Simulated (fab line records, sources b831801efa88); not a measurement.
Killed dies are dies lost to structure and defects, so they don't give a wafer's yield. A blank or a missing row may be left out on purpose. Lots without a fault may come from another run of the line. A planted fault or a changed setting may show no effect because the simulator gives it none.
Chamber matching | flow sky130 | SKY_VIA3_CMP_24 on cmp-02: 4 sister chambers
The step polishes, stops on SiO2, t overpolish 20 s, target thk 0 nm. 16 wafers are shown with their chamber, then 8 later ones without.

WAFERS WITH THEIR CHAMBER
wafer  | chamber | motor_current_A (A) | time_to_endpoint_s (s) | overpolish_run_s (s)
L761.2 | 0       | 9.9                 | 93                     | 19.994
L761.4 | 1       | 10.6                | 91                     | 19.998
L761.6 | 2       | 9.5                 | 92                     | 20.008
L767.1 | 1       | 10.9                | 93                     | 19.990
L767.2 | 3       | 9.8                 | 98                     | 20.005
L767.6 | 2       | 9.9                 | 96                     | 19.995
L772.3 | 2       | 9.3                 | 95                     | 19.987
L772.4 | 0       | 10.2                | 99                     | 19.991
L772.6 | 1       | 10.4                | 93                     | 19.983
L777.1 | 2       | 9.8                 | 97                     | 20.016
L777.3 | 1       | 10.7                | 95                     | 20.007
L777.4 | 0       | 10.0                | 96                     | 20.001
L778.1 | 1       | 10.6                | 91                     | 20.007
L778.3 | 0       | 10.7                | 97                     | 19.997
L778.6 | 2       | 10.2                | 97                     | 19.980
L779.1 | 0       | 10.3                | 95                     | 20.012

SIGNATURES (means of the wafers above)
reading            | chamber 0 | chamber 1 | chamber 2 | chamber 3 | scatter within a chamber
motor_current_A    | 10.220    | 10.640    | 9.740     | 9.800     | 0.29
time_to_endpoint_s | 96.00     | 92.60     | 95.40     | 98.00     | 2.01
overpolish_run_s   | 19.99900  | 19.99700  | 19.99720  | 20.00500  | 0.0115
Rule: a wafer's distance from a chamber is the root of the sum, over the readings, of the square of ((its reading less the chamber's mean) divided by the reading's scatter). The wafer belongs to the nearest chamber; if the next one is less than 2 further off, it can't be placed. The scatter: the root of (the sum of the squares of (reading less its chamber's mean) over the shown wafers, divided by (wafers less chambers)).

WAFERS WITHOUT THEIR CHAMBER
wafer  | motor_current_A (A) | time_to_endpoint_s (s) | overpolish_run_s (s)
L779.3 | 10.2                | 96                     | 19.994
L779.6 | 10.4                | 94                     | 19.992
L781.1 | 10.0                | 101                    | 19.998
L781.2 | 10.5                | 105                    | 19.987
L781.3 | 10.0                | 95                     | 20.007
L782.2 | 10.2                | 100                    | 19.991
L782.4 | 9.9                 | 98                     | 19.997
L782.6 | 10.0                | 99                     | 19.992

WHICH CHAMBER EACH WENT THROUGH
wafer  | from the rows above               | in truth
L779.3 | can't be placed: 0 or 2 or 3 or 1 | 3
L779.6 | can't be placed: 1 or 0 or 2 or 3 | 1
L781.1 | can't be placed: 3 or 0 or 2      | 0
L781.2 | can't be placed: 3 or 0 or 2 or 1 | 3
L781.3 | can't be placed: 0 or 2 or 3 or 1 | 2
L782.2 | can't be placed: 3 or 0 or 2 or 1 | 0
L782.4 | can't be placed: 3 or 2 or 0      | 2
L782.6 | can't be placed: 3 or 0 or 2      | 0
Placed correctly: 0 of 8. Can't be placed from these rows: 8 (the true chamber is among the candidates in 8). Placed wrongly: 0.
